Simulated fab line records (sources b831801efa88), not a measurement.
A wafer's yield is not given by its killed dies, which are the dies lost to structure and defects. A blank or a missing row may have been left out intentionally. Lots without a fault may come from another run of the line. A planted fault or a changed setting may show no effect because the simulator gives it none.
What tool caused it? / flow gf180mcu / 42 wafers from 14 lots sampled at 4 of the route's 602 steps

WHAT THE GAUGES READ, wafer by wafer
GF_V1_THK_MEAS_01. Usual: V1_CVD_00_THK typically reads 600 nm, with standard deviation 6.3.
lot=L281; measured=day 17 20:42; on=filmMetro-03; V1_CVD_00_THK (nm)=598 605 599; flag=
lot=L283; measured=day 18 12:11; on=filmMetro-01; V1_CVD_00_THK (nm)=588 593 590; flag=
lot=L284; measured=day 19 02:22; on=filmMetro-01; V1_CVD_00_THK (nm)=601 591 595; flag=
lot=L292; measured=day 22 01:34; on=filmMetro-01; V1_CVD_00_THK (nm)=600 608 612; flag=
lot=L293; measured=day 22 10:49; on=filmMetro-02; V1_CVD_00_THK (nm)=610 612 606; flag=
lot=L294; measured=day 23 01:17; on=filmMetro-03; V1_CVD_00_THK (nm)=591 592 593; flag=
lot=L295; measured=day 23 11:49; on=filmMetro-03; V1_CVD_00_THK (nm)=605 608 600; flag=
lot=L296; measured=day 23 21:49; on=filmMetro-02; V1_CVD_00_THK (nm)=591 594 592; flag=
lot=L297; measured=day 23 22:25; on=filmMetro-03; V1_CVD_00_THK (nm)=606 598 606; flag=
lot=L298; measured=day 24 00:00; on=filmMetro-01; V1_CVD_00_THK (nm)=606 598 587; flag=
lot=L299; measured=day 24 09:53; on=filmMetro-02; V1_CVD_00_THK (nm)=595 594 611; flag=
lot=L300; measured=day 24 16:32; on=filmMetro-02; V1_CVD_00_THK (nm)=601 603 605; flag=
lot=L301; measured=day 25 03:32; on=filmMetro-03; V1_CVD_00_THK (nm)=604 592 603; flag=
lot=L302; measured=day 25 06:59; on=filmMetro-02; V1_CVD_00_THK (nm)=599 601 598; flag=

GF_V1_THK_MEAS_03. Usual: V1_CVD_02_THK typically reads 856 nm, with standard deviation 11.
lot=L281; measured=day 17 20:50; on=filmMetro-03; V1_CVD_02_THK (nm)=865 843 863; flag=
lot=L283; measured=day 18 12:19; on=filmMetro-02; V1_CVD_02_THK (nm)=857 842 871; flag=
lot=L284; measured=day 19 02:29; on=filmMetro-03; V1_CVD_02_THK (nm)=852 838 861; flag=
lot=L292; measured=day 22 01:41; on=filmMetro-03; V1_CVD_02_THK (nm)=853 856 870; flag=
lot=L293; measured=day 22 10:56; on=filmMetro-01; V1_CVD_02_THK (nm)=855 865 866; flag=
lot=L294; measured=day 23 01:25; on=filmMetro-01; V1_CVD_02_THK (nm)=838 853 868; flag=
lot=L295; measured=day 23 11:57; on=filmMetro-01; V1_CVD_02_THK (nm)=841 862 859; flag=
lot=L296; measured=day 23 21:57; on=filmMetro-01; V1_CVD_02_THK (nm)=859 860 869; flag=
lot=L297; measured=day 23 22:32; on=filmMetro-01; V1_CVD_02_THK (nm)=834 812 848; flag=
lot=L298; measured=day 24 00:08; on=filmMetro-02; V1_CVD_02_THK (nm)=862 861 866; flag=
lot=L299; measured=day 24 10:01; on=filmMetro-03; V1_CVD_02_THK (nm)=839 863 868; flag=
lot=L300; measured=day 24 16:40; on=filmMetro-03; V1_CVD_02_THK (nm)=868 862 873; flag=
lot=L301; measured=day 25 03:40; on=filmMetro-02; V1_CVD_02_THK (nm)=850 857 860; flag=
lot=L302; measured=day 25 07:07; on=filmMetro-03; V1_CVD_02_THK (nm)=824 856 847; flag=

WHAT TOOL EACH LOT RAN ON (gives the tool, then ch and the chambers of the sampled wafers, and finally the start)
lot=L281; GF_SALICIDE_SPUTTER_03=pvdSputter-03, day 15 20:41; GF_V1_CVD_02=pecvd-01 ch 0,1,2, day 17 20:46
lot=L283; GF_SALICIDE_SPUTTER_03=pvdSputter-03, day 16 09:17; GF_V1_CVD_02=pecvd-01 ch 0,1, day 18 12:15
lot=L284; GF_SALICIDE_SPUTTER_03=pvdSputter-03, day 16 23:31; GF_V1_CVD_02=pecvd-01 ch 0,1, day 19 02:26
lot=L292; GF_SALICIDE_SPUTTER_03=pvdSputter-01, day 19 22:05; GF_V1_CVD_02=pecvd-01 ch 0,1,2, day 22 01:37
lot=L293; GF_SALICIDE_SPUTTER_03=pvdSputter-01, day 20 07:17; GF_V1_CVD_02=pecvd-01 ch 0,1,2, day 22 10:51
lot=L294; GF_SALICIDE_SPUTTER_03=pvdSputter-01, day 20 23:55; GF_V1_CVD_02=pecvd-03 ch 0,1,2, day 23 01:20
lot=L295; GF_SALICIDE_SPUTTER_03=pvdSputter-01, day 21 09:41; GF_V1_CVD_02=pecvd-01 ch 0,1,2, day 23 11:52
lot=L296; GF_SALICIDE_SPUTTER_03=pvdSputter-03, day 21 19:58; GF_V1_CVD_02=pecvd-02 ch 0,1,2, day 23 21:53
lot=L297; GF_SALICIDE_SPUTTER_03=pvdSputter-04, day 21 20:20; GF_V1_CVD_02=pecvd-03 ch 1,2, day 23 22:28
lot=L298; GF_SALICIDE_SPUTTER_03=pvdSputter-03, day 21 22:53; GF_V1_CVD_02=pecvd-02 ch 0,1,2, day 24 00:03
lot=L299; GF_SALICIDE_SPUTTER_03=pvdSputter-01, day 22 08:22; GF_V1_CVD_02=pecvd-02 ch 0,1, day 24 09:56
lot=L300; GF_SALICIDE_SPUTTER_03=pvdSputter-01, day 22 16:59; GF_V1_CVD_02=pecvd-02 ch 0,1, day 24 16:36
lot=L301; GF_SALICIDE_SPUTTER_03=pvdSputter-04, day 23 04:07; GF_V1_CVD_02=pecvd-02 ch 0,2, day 25 03:35
lot=L302; GF_SALICIDE_SPUTTER_03=pvdSputter-03, day 23 07:31; GF_V1_CVD_02=pecvd-03 ch 0,1,2, day 25 07:03
- GF_SALICIDE_SPUTTER_03: material TiN, target thk 20 nm, time 16.7 s.
- GF_V1_CVD_02: deposits SiO2 from TEOS, target thk 850 nm, time 94.851 s.

WHAT THE TOOLS THEMSELVES READ (means of the sampled wafers that have a number; where no wafer has one, the mark that the record gives instead)
GF_SALICIDE_SPUTTER_03. Usual: chamberPressurePa 0.4000 Pa, standard deviation 0.00084; throttleValvePct 30.3 %, standard deviation 0.84.
lot=L281; tool=pvdSputter-03; chamberPressurePa (Pa)=0.4001; throttleValvePct (%)=29.9; flag=
lot=L283; tool=pvdSputter-03; chamberPressurePa (Pa)=0.3757; throttleValvePct (%)=31.3; flag=OFF
lot=L284; tool=pvdSputter-03; chamberPressurePa (Pa)=0.3768; throttleValvePct (%)=31.3; flag=OFF
lot=L292; tool=pvdSputter-01; chamberPressurePa (Pa)=0.4013; throttleValvePct (%)=30.6; flag=
lot=L293; tool=pvdSputter-01; chamberPressurePa (Pa)=0.3995; throttleValvePct (%)=29.9; flag=
lot=L294; tool=pvdSputter-01; chamberPressurePa (Pa)=0.3999; throttleValvePct (%)=30.4; flag=
lot=L295; tool=pvdSputter-01; chamberPressurePa (Pa)=0.3998; throttleValvePct (%)=30.5; flag=
lot=L296; tool=pvdSputter-03; chamberPressurePa (Pa)=0.4002; throttleValvePct (%)=30.3; flag=
lot=L297; tool=pvdSputter-04; chamberPressurePa (Pa)=0.4006; throttleValvePct (%)=31.3; flag=
lot=L298; tool=pvdSputter-03; chamberPressurePa (Pa)=0.4003; throttleValvePct (%)=29.9; flag=
lot=L299; tool=pvdSputter-01; chamberPressurePa (Pa)=0.3998; throttleValvePct (%)=30.1; flag=
lot=L300; tool=pvdSputter-01; chamberPressurePa (Pa)=0.3998; throttleValvePct (%)=30.4; flag=
lot=L301; tool=pvdSputter-04; chamberPressurePa (Pa)=0.4006; throttleValvePct (%)=30.8; flag=
lot=L302; tool=pvdSputter-03; chamberPressurePa (Pa)=0.3994; throttleValvePct (%)=29.6; flag=

GF_V1_CVD_02. Usual: 645 W for heaterPowerW, sd 110.
lot=L281; tool=pecvd-01; heaterPowerW (W)=628; flag=
lot=L283; tool=pecvd-01; heaterPowerW (W)=696; flag=
lot=L284; tool=pecvd-01; heaterPowerW (W)=688; flag=
lot=L292; tool=pecvd-01; heaterPowerW (W)=625; flag=
lot=L293; tool=pecvd-01; heaterPowerW (W)=598; flag=
lot=L294; tool=pecvd-03; heaterPowerW (W)=689; flag=
lot=L295; tool=pecvd-01; heaterPowerW (W)=657; flag=
lot=L296; tool=pecvd-02; heaterPowerW (W)=604; flag=
lot=L297; tool=pecvd-03; heaterPowerW (W)=646; flag=
lot=L298; tool=pecvd-02; heaterPowerW (W)=622; flag=
lot=L299; tool=pecvd-02; heaterPowerW (W)=689; flag=
lot=L300; tool=pecvd-02; heaterPowerW (W)=725; flag=
lot=L301; tool=pecvd-02; heaterPowerW (W)=567; flag=
lot=L302; tool=pecvd-03; heaterPowerW (W)=609; flag=

THE ANSWER, worked out from the rows above alone
Rule: take the mean of a lot's wafers that have a number; if it is more than 3 standard deviations from the usual mean, the lot is off. A lot without any number at a reading at which 4 lots or more have one is off too. Where the step has rows for the other lots, those lots are counted as sound. The gauges are gone through in route order, then the tools' own readings, and for those a lot's mean is taken as printed above. At the first step where some lot is off, the reading lying furthest off is the one used; lots without a number count as furthest.
Off at GF_SALICIDE_SPUTTER_03 (chamberPressurePa): L283, L284.
If a tool, at that step or one of the process steps before it, ran each lot that is off and ran no sound lot following the first of them, it fits. No candidate that was tried fits.

WHAT THE SIMULATOR HAD INSERTED
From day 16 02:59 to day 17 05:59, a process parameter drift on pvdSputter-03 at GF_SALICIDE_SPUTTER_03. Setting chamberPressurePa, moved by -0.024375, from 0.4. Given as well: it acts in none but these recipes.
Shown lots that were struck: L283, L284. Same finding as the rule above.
